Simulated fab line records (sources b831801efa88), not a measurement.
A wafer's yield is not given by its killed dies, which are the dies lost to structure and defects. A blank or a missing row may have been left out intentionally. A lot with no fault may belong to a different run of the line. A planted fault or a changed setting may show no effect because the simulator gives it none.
Struck lot and sound lot, side by side -- flow gf180mcu -- 15 steps out of a route of 602
Sound: the wafers L626.2, L626.3, L626.6. Wafers L633.3, L633.4, L633.6 were the ones struck. Last of all comes the cause.
For every step that has rows: the tool of each side, followed by ch and its chambers, followed by its first start. Under that, the readings that differ: sound wafers -- struck wafers -- difference of the means -- sigmas: that difference in standard deviations of wafers without a fault.
alike: words and numbers the same on both sides, and readings whose means are apart by under 2 such deviations; not compared: readings that were withheld, readings missing a value for some wafer, numbers with overlapping values and no deviation given by the record, and bounds like >300 which may hide the same value.
The two part at a step that has a row with sigmas, a row that says differs or no value, or rows on one side only. When numbers do not overlap yet have no deviation, they are printed without sigmas and do not part them. A reading missing from all wafers of one side parts the sides only when that side holds two or more wafers.

GF_V1_BOW_MEAS_05:
  sound on filmMetro-03, day 17 18:59; struck on filmMetro-02, day 20 05:31
reading,sound,struck,difference,sigmas
V1_BOW (um),69 80 72,85 89 91,+15,+2
then, 8 steps without rows for these wafers: GF_V1_DEHYDRATE_06 (time 60 s); GF_V1_HMDS_07 (prime time 60 s); GF_V1_COAT_08; GF_V1_COAT_09 (resist thk 1000 nm); GF_V1_SOFTBAKE_10 (time 60 s); GF_V1_EXPOSE_11 (exposes mask Via1, target cd 260 nm); GF_V1_PEB_12 (peb time 90 s); GF_V1_DEVELOP_13 (develop time 60 s).
GF_V1_CD_MEAS_14 targets a cd of 260 nm.
  sound on cdSem-01, day 18 17:53; struck on cdSem-02, day 21 05:38
reading,sound,struck,difference,sigmas
cdNm (nm),259.4 257.5 258.0,260.8 260.0 261.2,+2.4,+2
GF_V1_OVL_MEAS_15:
  sound on overlay-02, day 18 17:59; struck on overlay-01, day 21 05:43
  alike: V1_OVL
GF_V1_ETCH_16: etches BARC in N2/H2.
  sound on rieDiel-01 ch 1,2,3, day 18 18:01; struck on rieDiel-02 ch 0,2,3, day 21 05:44
  alike: biasW, chamberPressureMTorr, drypumpMotorCurrentA, oesProductAu, throttleValvePct
GF_V1_ETCH_17: etches SiO2 in C4F8/O2/Ar, stops on TiN, target depth 630 nm.
  sound on rieDiel-01 ch 1,2,3, day 18 18:00; struck on rieDiel-02 ch 0,2,3, day 21 05:00
  no value came back on the struck wafers for biasW (W), chamberPressureMTorr (mTorr), oesProductAu (a.u.); on the sound wafers biasW (W) reads 1206 1199 1198
GF_V1_STRIP_18: strips in O2/N2.
  sound on plasmaAsher-01 ch 0,1, day 18 18:09; struck on plasmaAsher-03 ch 0,1, day 21 05:55
reading,sound,struck,difference,sigmas
oesProductAu (a.u.),0.590 0.594 0.597,0.666 0.674 0.668,+0.076,+18
  alike: drypumpMotorCurrentA, heaterPowerW, platenTempC
  not compared: rfHoursCounterH
then, 1 step without rows for these wafers: GF_V1_STRIP_19 (strips in post etch residue remover, time 1200 s).

## WHERE THEY PART
First at GF_V1_BOW_MEAS_05; last, within this record, at GF_V1_STRIP_18.

WHY: the cause the simulator had injected
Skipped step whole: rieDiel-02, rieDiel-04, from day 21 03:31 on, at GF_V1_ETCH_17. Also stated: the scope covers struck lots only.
